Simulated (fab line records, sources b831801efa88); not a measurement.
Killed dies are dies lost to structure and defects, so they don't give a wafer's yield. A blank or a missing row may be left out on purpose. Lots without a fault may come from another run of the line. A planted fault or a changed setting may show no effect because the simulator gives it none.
Which tool did it? | flow sky130 | 15 lots, 43 wafers sampled, at 2 steps of a route of 708

WHAT THE GAUGES READ, wafer by wafer
The record holds no reading of a measuring or inspecting step that can be judged against a usual standard deviation.

WHICH TOOL RAN EACH LOT (tool, then ch and the chambers of the sampled wafers, then the start)
lot  | SKY_POLY_GATE_ETCH_17            | SKY_POLY_GATE_STRIP_18
L418 | rie_si-01 ch 0,1,2, day 16 20:47 | plasma_asher-03 ch 0,1, day 16 20:51
L419 | rie_si-02 ch 0,3, day 16 20:55   | plasma_asher-02 ch 0,1, day 16 20:58
L420 | rie_si-01 ch 1,3, day 16 21:08   | plasma_asher-03 ch 0,1, day 16 21:14
L422 | rie_si-02 ch 0,2,3, day 18 04:25 | plasma_asher-01 ch 0,1, day 18 04:28
L425 | rie_si-01 ch 1,2,3, day 19 18:01 | plasma_asher-02 ch 0,1, day 19 18:04
L427 | rie_si-02 ch 1,2, day 20 15:10   | plasma_asher-02 ch 0,1, day 20 15:13
L428 | rie_si-02 ch 1,2,3, day 20 19:52 | plasma_asher-02 ch 0,1, day 20 19:55
L429 | rie_si-01 ch 0,1, day 20 21:10   | plasma_asher-01 ch 1, day 20 21:13
L430 | rie_si-02 ch 0,1,3, day 20 23:47 | plasma_asher-01 ch 0,1, day 20 23:50
L432 | rie_si-01 ch 2,3, day 21 22:56   | plasma_asher-03 ch 0,1, day 21 23:01
L431 | rie_si-02 ch 0,3, day 22 01:19   | plasma_asher-01 ch 0,1, day 22 01:22
L433 | rie_si-01 ch 0,1,3, day 22 12:22 | plasma_asher-02 ch 0,1, day 22 12:26
L434 | rie_si-02 ch 1,2, day 22 13:23   | plasma_asher-01 ch 0,1, day 22 13:27
L435 | rie_si-01 ch 1,3, day 22 19:16   | plasma_asher-03 ch 0,1, day 22 19:19
L437 | rie_si-01 ch 0,2, day 23 05:35   | plasma_asher-02 ch 0,1, day 23 05:40
- SKY_POLY_GATE_ETCH_17: etches poly-Si in HBr/Cl2, stops on SiO2, target depth 180 nm, time 70.5 s.
- SKY_POLY_GATE_STRIP_18: strips in O2/N2.

WHAT THE TOOLS THEMSELVES READ (means of the sampled wafers that have a number; where no wafer has one, the mark that the record gives instead)
SKY_POLY_GATE_ETCH_17. Usual: drypump_motor_current_A 5.5 A, standard deviation 0.31; oes_product_au 0.987 a.u., standard deviation 0.0086; throttle_valve_pct 33.685 %, standard deviation 0.0091.
lot  | tool      | drypump_motor_current_A (A) | oes_product_au (a.u.) | throttle_valve_pct (%) | flag
L418 | rie_si-01 | 5.5                         | 0.996                 | 33.693                 |
L419 | rie_si-02 | 5.2                         | 0.991                 | 33.677                 |
L420 | rie_si-01 | 5.8                         | 0.984                 | 33.684                 |
L422 | rie_si-02 | 5.5                         | 0.988                 | 33.680                 |
L425 | rie_si-01 | 5.6                         | 0.983                 | 33.687                 |
L427 | rie_si-02 | 5.7                         | 0.982                 | 33.684                 |
L428 | rie_si-02 | 5.4                         | 0.989                 | 33.691                 |
L429 | rie_si-01 | 5.6                         | 0.994                 | 33.690                 |
L430 | rie_si-02 | 5.2                         | 0.987                 | 33.675                 |
L432 | rie_si-01 | 5.7                         | 0.989                 | 33.683                 |
L431 | rie_si-02 | 5.3                         | 0.991                 | 33.685                 |
L433 | rie_si-01 | 5.7                         | 0.949                 | 33.684                 | OFF
L434 | rie_si-02 | 5.4                         | 0.988                 | 33.681                 |
L435 | rie_si-01 | 5.8                         | 0.933                 | 33.677                 | OFF
L437 | rie_si-01 | 5.4                         | 0.886                 | 33.687                 | OFF

SKY_POLY_GATE_STRIP_18. Usual: drypump_motor_current_A 5.70 A, standard deviation 0.23; oes_product_au 0.359 a.u., standard deviation 0.0054; strip_time_to_endpoint_s 3.13 s, standard deviation 0.055.
lot  | tool            | drypump_motor_current_A (A) | oes_product_au (a.u.) | strip_time_to_endpoint_s (s) | flag
L418 | plasma_asher-03 | 5.73                        | 0.358                 | 3.15                         |
L419 | plasma_asher-02 | 5.38                        | 0.363                 | 3.11                         |
L420 | plasma_asher-03 | 5.78                        | 0.360                 | 3.19                         |
L422 | plasma_asher-01 | 5.78                        | 0.356                 | 3.10                         |
L425 | plasma_asher-02 | 5.39                        | 0.359                 | 3.14                         |
L427 | plasma_asher-02 | 5.39                        | 0.360                 | 3.07                         |
L428 | plasma_asher-02 | 5.43                        | 0.360                 | 3.07                         |
L429 | plasma_asher-01 | 5.89                        | 0.356                 | 3.09                         |
L430 | plasma_asher-01 | 5.83                        | 0.360                 | 3.18                         |
L432 | plasma_asher-03 | 5.79                        | 0.363                 | 3.15                         |
L431 | plasma_asher-01 | 5.83                        | 0.358                 | 3.07                         |
L433 | plasma_asher-02 | 5.46                        | 0.363                 | 3.16                         |
L434 | plasma_asher-01 | 5.77                        | 0.359                 | 3.17                         |
L435 | plasma_asher-03 | 5.81                        | 0.364                 | 3.25                         |
L437 | plasma_asher-02 | 5.42                        | 0.376                 | 3.40                         | OFF

THE ANSWER, worked out from the rows above alone
Rule: a lot is off if the mean of its wafers that have a number lies more than 3 standard deviations from the usual mean. A lot without any number at a reading at which 4 lots or more have one is off too. The other lots that the step has rows for count as sound. The gauges are gone through in route order, then the tools' own readings, and for those a lot's mean is taken as printed above. The first step at which some lot is off is used, and at that step the reading that is off furthest; a lot without a number counts as furthest.
Off: L433, L435, L437, at SKY_POLY_GATE_ETCH_17 (oes_product_au).
A tool fits if, at that step or a process step before it, it ran every lot that is off, and no sound lot after the first of them. One fits: rie_si-01 at SKY_POLY_GATE_ETCH_17. Its last sound lot is L432 (day 21 22:56), its first lot that is off L433 (day 22 12:22): a fault that began between those two fits.
The tool's own readings at SKY_POLY_GATE_ETCH_17 bear it out: on the lots that are off they differ by more than 5 times the standard deviation of the sound lots' means. oes_product_au reads 0.923 a.u. there against 0.988 a.u. on the sound lots.

WHAT THE SIMULATOR HAD PUT IN
Process parameter drift: rie_si-01, from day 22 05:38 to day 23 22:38, at SKY_POLY_GATE_ETCH_17. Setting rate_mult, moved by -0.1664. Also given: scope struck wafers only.
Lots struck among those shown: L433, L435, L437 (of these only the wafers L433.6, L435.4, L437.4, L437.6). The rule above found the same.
